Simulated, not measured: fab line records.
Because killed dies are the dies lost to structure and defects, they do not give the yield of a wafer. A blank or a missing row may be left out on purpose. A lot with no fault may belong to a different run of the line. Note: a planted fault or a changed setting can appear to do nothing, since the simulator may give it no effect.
What tool caused it?    flow gf180mcu    39 wafers sampled from 13 lots at 1 step of a route of 602

== WHAT THE GAUGES SHOWED, per wafer ==
GF_V3_OVL_MEAS_15.
lot   measured      on          V3_OVL (nm)
L130  day 23 04:04  overlay-01  3 -1 9
L132  day 23 21:44  overlay-02  -1 6 0
L133  day 23 22:04  overlay-01  16 14 9
L135  day 24 17:31  overlay-01  5 3 7
L138  day 25 07:04  overlay-02  7 9 10
L146  day 27 19:52  overlay-01  2 5 9
L147  day 28 01:43  overlay-02  -1 0 1
L148  day 28 07:16  overlay-01  -1 0 0
L149  day 28 09:55  overlay-02  12 11 13
L150  day 28 20:04  overlay-01  8 5 9
L151  day 28 22:43  overlay-01  3 -8 -1
L152  day 29 06:23  overlay-02  -1 3 -2
L153  day 29 10:05  overlay-02  11 6 0

== TOOL THAT RAN EACH LOT (tool first, then ch and the chambers of the sampled wafers, then the start) ==
Before these readings, the record contains no process step.

== AS READ BY THE TOOLS THEMSELVES (means over the sampled wafers that have a number; for cases with no such wafer, the mark the record gives instead) ==
The record holds no such reading with a usual standard deviation.

== THE ANSWER, worked out from the rows above alone ==
Rule: what is usual is taken from the lots themselves. The widest of any qualifying gaps counts: lots, ordered by their means at a reading, are off when they make up no more than a third of the lots, leave a main group of 4 or more, and stand apart from it by 3 or more times the standard deviation of that group's means. A main group is skipped when, at the precision printed for the reading in the tables above, its means are all equal. Also off: a lot with no number at a reading for which 4 or more lots have one. Where the step has rows for the other lots, those lots are counted as sound. The gauges are gone through in route order, then the tools' own readings, and for those a lot's mean is taken as printed above. At the first step where some lot is off, the reading lying furthest off is the one used; lots without a number count as furthest.
Across all readings shown, no lot is off: no conclusion can be drawn from this.

== WHAT HAD BEEN PUT IN BY THE SIMULATOR ==
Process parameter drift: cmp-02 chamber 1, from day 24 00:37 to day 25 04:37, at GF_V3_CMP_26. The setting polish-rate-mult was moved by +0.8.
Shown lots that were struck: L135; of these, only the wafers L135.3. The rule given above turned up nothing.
